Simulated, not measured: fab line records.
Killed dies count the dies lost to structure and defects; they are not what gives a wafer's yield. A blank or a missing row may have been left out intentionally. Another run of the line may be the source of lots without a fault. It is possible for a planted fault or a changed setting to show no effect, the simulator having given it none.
2 desks looking at one fault | flow gf180mcu | each desk holds nothing but its own numbers, with what lay behind them at the end

METROLOGY DESK
What the gauges read, lot by lot, whatever tool the lot ran on: means of the sampled wafers that have a number. Any lot whose mean is over 4 standard deviations away from the usual mean is out of limits and marked OUT; that distance is given in the brackets.
Columns: A = cdNm at GF_STI_CD_MEAS_12, usual 220.4 nm; B = VT_IMPLANT_02_OVL at GF_VT_IMPLANT_OVL_MEAS_29, usual 0.2 nm; C = cdNm at GF_POLY_GATE_CD_MEAS_10, usual 279.6 nm; D = cdNm at GF_POLY_GATE_CD_MEAS_18, usual 279.4 nm
lot  | first seen here | A     | B    | C                | D
L618 | day 2 01:51     | 220.8 | 0.2  | 279.1            | 280.2
L619 | day 2 06:20     | 219.1 | 0.2  | 279.3            | 278.3
L620 | day 2 11:15     | 219.7 | 0.5  | 279.6            | 279.6
L621 | day 2 16:35     | 220.3 | 0.6  | 280.4            | 280.9
L622 | day 2 22:18     | 221.7 | 1.4  | 279.6            | 278.9
L625 | day 3 13:09     | 220.5 | 2.1  | 284.3 (+4.7) OUT | 286.0
L627 | day 4 01:02     | 220.0 | -0.9 | 284.4 (+4.8) OUT | 284.6
L634 | day 5 11:21     | 219.7 | -2.2 | 280.7            | 281.0
L635 | day 5 16:31     | 220.4 | -0.9 | 279.4            | 279.1
L636 | day 6 00:23     | 219.4 | 0.5  | 280.4            | 282.2
L637 | day 6 02:13     | 221.5 | 1.6  | 278.9            | 279.8
L639 | day 6 14:45     | 219.6 | 0.7  | 278.9            | 279.9
L641 | day 6 23:39     | 220.9 | 0.9  | 280.4            | 279.0
This desk's verdict: out of limits on L625, L627, starting with L625 at day 11 03:00 (cdNm at GF_POLY_GATE_CD_MEAS_10). L618, L619, L620, L621, L622, L634, L635, L636, L637, L639, L641: within limits.

THE TOOL OWNER'S DESK: lithoTrack-02
The tool's own readings at GF_POLY_GATE_PEB_08 (peb time 90 s): means of the sampled wafers that have a number, for each lot that ran on this tool. Any lot whose mean is over 4 standard deviations away from the usual mean is out of limits and marked OUT; that distance is given in the brackets.
Columns: A = heaterPowerTotalW at GF_POLY_GATE_PEB_08, usual 85.44 W; B = plateTempC at GF_POLY_GATE_PEB_08, usual 134.69 C
lot  | first seen here | A               | B
L618 | day 9 01:59     | 85.42           | 134.57
L621 | day 9 20:23     | 85.50           | 134.57
L622 | day 10 08:17    | 85.46           | 134.90
L625 | day 11 02:39    | 90.97 (+75) OUT | -
L627 | day 11 19:18    | 91.05 (+76) OUT | -
L641 | day 15 22:09    | 85.40           | 134.67
This desk's verdict: out of limits on L625, L627, starting with L625 at day 11 02:39 (heaterPowerTotalW at GF_POLY_GATE_PEB_08). L618, L621, L622, L641: within limits.

PUT TOGETHER
The tool owner's desk could have raised an alarm at day 11 02:39, on L625, L627.
Metrology desk: alarm possible at day 11 03:00 on L625, L627.
On lithoTrack-02, each named lot ran GF_POLY_GATE_PEB_08.

WHAT THE SIMULATOR PUT IN
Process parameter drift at GF_POLY_GATE_PEB_08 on lithoTrack-02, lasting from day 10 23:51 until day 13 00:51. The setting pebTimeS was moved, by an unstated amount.
Shown lots that were struck: L625, L627.
Time in hours from fault onset to the first out-of-limits reading at each desk: tool owner's desk 3, metrology desk 3.
